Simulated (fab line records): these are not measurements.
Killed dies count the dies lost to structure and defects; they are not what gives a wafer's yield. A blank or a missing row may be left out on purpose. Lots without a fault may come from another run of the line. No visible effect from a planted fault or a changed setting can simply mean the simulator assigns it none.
Chamber matching || flow gf180mcu || GF_POLY_GATE_ETCH_13 on rie-si-02: 4 sister chambers
The step etches poly-Si in HBr/Cl2, stops on SiO2, target depth 198.5 nm, time 69.6 s. 14 wafers are shown with their chamber, then 7 later ones without.

WAFERS, EACH WITH ITS CHAMBER
{"wafer": "L605.1", "chamber": 1, "drypump-motor-current-A (A)": 5.0, "he-backside-leak-sccm (sccm)": 2.92, "oes-product-au (a.u.)": 0.996}
{"wafer": "L605.5", "chamber": 3, "drypump-motor-current-A (A)": 5.9, "he-backside-leak-sccm (sccm)": 2.93, "oes-product-au (a.u.)": 0.985}
{"wafer": "L605.6", "chamber": 2, "drypump-motor-current-A (A)": 5.8, "he-backside-leak-sccm (sccm)": 2.67, "oes-product-au (a.u.)": 1.001}
{"wafer": "L609.1", "chamber": 1, "drypump-motor-current-A (A)": 4.9, "he-backside-leak-sccm (sccm)": 2.80, "oes-product-au (a.u.)": 0.989}
{"wafer": "L609.4", "chamber": 0, "drypump-motor-current-A (A)": 5.3, "he-backside-leak-sccm (sccm)": 2.81, "oes-product-au (a.u.)": 0.997}
{"wafer": "L609.5", "chamber": 0, "drypump-motor-current-A (A)": 5.3, "he-backside-leak-sccm (sccm)": 2.88, "oes-product-au (a.u.)": 0.991}
{"wafer": "L610.1", "chamber": 3, "drypump-motor-current-A (A)": 5.9, "he-backside-leak-sccm (sccm)": 2.88, "oes-product-au (a.u.)": 0.993}
{"wafer": "L610.4", "chamber": 0, "drypump-motor-current-A (A)": 5.3, "he-backside-leak-sccm (sccm)": 2.88, "oes-product-au (a.u.)": 0.994}
{"wafer": "L610.6", "chamber": 3, "drypump-motor-current-A (A)": 5.9, "he-backside-leak-sccm (sccm)": 3.01, "oes-product-au (a.u.)": 0.994}
{"wafer": "L613.1", "chamber": 1, "drypump-motor-current-A (A)": 4.9, "he-backside-leak-sccm (sccm)": 2.94, "oes-product-au (a.u.)": 0.983}
{"wafer": "L613.4", "chamber": 3, "drypump-motor-current-A (A)": 5.9, "he-backside-leak-sccm (sccm)": 2.85, "oes-product-au (a.u.)": 0.982}
{"wafer": "L613.6", "chamber": 1, "drypump-motor-current-A (A)": 4.9, "he-backside-leak-sccm (sccm)": 2.91, "oes-product-au (a.u.)": 0.968}
{"wafer": "L614.1", "chamber": 2, "drypump-motor-current-A (A)": 5.8, "he-backside-leak-sccm (sccm)": 2.27, "oes-product-au (a.u.)": 0.994}
{"wafer": "L614.2", "chamber": 3, "drypump-motor-current-A (A)": 5.9, "he-backside-leak-sccm (sccm)": 2.94, "oes-product-au (a.u.)": 0.991}

SIGNATURES, as means of the wafers listed above
{"reading": "drypump-motor-current-A", "chamber 0": 5.300, "chamber 1": 4.925, "chamber 2": 5.800, "chamber 3": 5.900, "scatter within a chamber": 0.0274}
{"reading": "he-backside-leak-sccm", "chamber 0": 2.8567, "chamber 1": 2.8925, "chamber 2": 2.4700, "chamber 3": 2.9220, "scatter within a chamber": 0.105}
{"reading": "oes-product-au", "chamber 0": 0.99400, "chamber 1": 0.98400, "chamber 2": 0.99750, "chamber 3": 0.98900, "scatter within a chamber": 0.00761}
Rule: distance of a wafer from a chamber = root of the sum over the readings of ((wafer's reading minus chamber's mean) / reading's scatter) squared. The wafer belongs to the nearest chamber; if the next one is less than 2 further off, it can't be placed. The scatter: the root of (the sum of the squares of (reading less its chamber's mean) over the shown wafers, divided by (wafers less chambers)).

WAFERS WITHOUT THEIR CHAMBER
{"wafer": "L614.3", "drypump-motor-current-A (A)": 5.0, "he-backside-leak-sccm (sccm)": 2.78, "oes-product-au (a.u.)": 0.992}
{"wafer": "L617.1", "drypump-motor-current-A (A)": 5.3, "he-backside-leak-sccm (sccm)": 2.78, "oes-product-au (a.u.)": 0.975}
{"wafer": "L617.5", "drypump-motor-current-A (A)": 5.0, "he-backside-leak-sccm (sccm)": 2.75, "oes-product-au (a.u.)": 0.988}
{"wafer": "L617.6", "drypump-motor-current-A (A)": 5.3, "he-backside-leak-sccm (sccm)": 2.80, "oes-product-au (a.u.)": 0.988}
{"wafer": "L628.1", "drypump-motor-current-A (A)": 5.9, "he-backside-leak-sccm (sccm)": 2.96, "oes-product-au (a.u.)": 0.992}
{"wafer": "L628.3", "drypump-motor-current-A (A)": 5.3, "he-backside-leak-sccm (sccm)": 2.70, "oes-product-au (a.u.)": 1.009}
{"wafer": "L628.5", "drypump-motor-current-A (A)": 5.8, "he-backside-leak-sccm (sccm)": 2.67, "oes-product-au (a.u.)": 1.004}

EACH ONE'S CHAMBER
{"wafer": "L614.3", "from the rows above": 1, "in truth": 1}
{"wafer": "L617.1", "from the rows above": 0, "in truth": 0}
{"wafer": "L617.5", "from the rows above": 1, "in truth": 1}
{"wafer": "L617.6", "from the rows above": 0, "in truth": 0}
{"wafer": "L628.1", "from the rows above": 3, "in truth": 3}
{"wafer": "L628.3", "from the rows above": 0, "in truth": 0}
{"wafer": "L628.5", "from the rows above": 2, "in truth": 2}
Correct placement for 7 of the 7. Left unplaced by these rows: 0. Placed wrongly: 0.
